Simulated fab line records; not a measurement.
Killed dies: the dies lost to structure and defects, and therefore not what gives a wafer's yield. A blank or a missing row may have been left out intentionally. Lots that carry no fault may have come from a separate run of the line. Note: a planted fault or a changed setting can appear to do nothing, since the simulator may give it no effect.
Tool commonality check ; flow gf180mcu ; Sampled: 14 lots, 48 wafers

WHAT PROMPTED THE OPENING
Of 14 lots, 2 have the reading HV_LDD_01_OVL flagged at GF_HV_LDD_OVL_MEAS_20. No-fault wafers: -0.3 nm, standard deviation 1.3.
Rule: a lot gets a flag if all its wafers with a number sit over 4 standard deviations from that mean, or if no wafer of it has a number. The rest of the lots are taken to be sound.

lot;measured;on;HV_LDD_01_OVL (nm), wafer by wafer;flag
L799;day 10 13:13;overlay-01;-1.0 -1.6 -1.1;
L800;day 10 22:03;overlay-01;0.3 0.6 2.5;
L801;day 11 06:04;overlay-01;0.4 -0.3 -0.1;
L802;day 11 13:10;overlay-01;-1.5 -0.3 -2.0;
L803;day 11 21:07;overlay-02;-0.9 -2.3 0.1;
L811;day 14 23:33;overlay-01;-1.6 0.4 -1.2;
L810;day 15 00:25;overlay-01;39.7 40.4 39.8 41.4 42.7 41.8;FLAGGED
L813;day 15 02:48;overlay-02;-0.1 0.9 0.3;
L812;day 15 05:25;overlay-02;39.8 40.0 40.0 40.8 41.4 41.4;FLAGGED
L814;day 15 22:03;overlay-02;-0.5 -1.7 -1.9;
L815;day 15 22:28;overlay-01;0.7 -0.8 -0.1;
L816;day 16 13:00;overlay-02;-1.7 1.9 2.3;
L821;day 17 16:08;overlay-02;-0.1 1.3 0.5;
L822;day 18 01:16;overlay-02;0.1 1.6 1.0;
The numbers of the flagged lots are 40.8 nm on average: +41.1 nm against the usual, or +32 standard deviations.

WHICH TOOL EACH LOT WENT THROUGH
The record holds 1 process step before the reading, out of a route of 602 steps. Cell contents, in order: the tool; ch with the chambers the sampled wafers went through; the start.
lot;flag;GF_HV_LDD_EXPOSE_16
L799;;ilineStepper-01 ch 0, day 10 04:19
L800;;ilineStepper-01 ch 0, day 10 12:49
L801;;ilineStepper-02 ch 0, day 10 20:55
L802;;ilineStepper-02 ch 0, day 11 04:07
L803;;ilineStepper-02 ch 0, day 11 11:13
L811;;ilineStepper-02 ch 0, day 14 12:51
L810;FLAGGED;ilineStepper-01 ch 0, day 14 13:28
L813;;ilineStepper-02 ch 0, day 14 16:55
L812;FLAGGED;ilineStepper-01 ch 0, day 14 18:55
L814;;ilineStepper-02 ch 0, day 15 11:20
L815;;ilineStepper-02 ch 0, day 15 11:26
L816;;ilineStepper-02 ch 0, day 16 01:54
L821;;ilineStepper-02 ch 0, day 17 05:03
L822;;ilineStepper-02 ch 0, day 17 14:02
These steps, and what they do:
- GF_HV_LDD_EXPOSE_16: exposes mask Pplus LV AREA, target cd 400 nm.
- GF_HV_LDD_OVL_MEAS_20

FLAGGED AGAINST TOTAL, ONE TOOL AT A TIME (gauges that did the reading follow at the end)
step;tool;lots run;flagged;share of the flagged lots;sound lots run after its first flagged lot
GF_HV_LDD_EXPOSE_16;ilineStepper-01;4;2;all;0
GF_HV_LDD_EXPOSE_16;ilineStepper-02;10;0;none;-
GF_HV_LDD_OVL_MEAS_20;overlay-01;7;1;some;1 (L815)
GF_HV_LDD_OVL_MEAS_20;overlay-02;7;1;some;4 (L814,L816,L821,L822)

WHAT THE TABLE PERMITS
Rows of the table that ran each flagged lot: 1, that is ilineStepper-01 at GF_HV_LDD_EXPOSE_16.
- ilineStepper-01 at GF_HV_LDD_EXPOSE_16 ran 4 lots, 2 of them flagged. It ran its last sound lot, L800, at day 10 12:49 and its first flagged lot, L810, at day 14 13:28: a fault with its onset between the two fits.
What remains is a single tool, ilineStepper-01 at GF_HV_LDD_EXPOSE_16.

WHAT HAD BEEN PUT IN BY THE SIMULATOR
Scanner matching overlay: ilineStepper-01, from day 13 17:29 on, at GF_HV_LDD_EXPOSE_16. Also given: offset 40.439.
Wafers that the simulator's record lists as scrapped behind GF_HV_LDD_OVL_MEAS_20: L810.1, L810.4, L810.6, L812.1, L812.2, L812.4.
Shown lots that were struck: L810, L812. The rule above found the same.
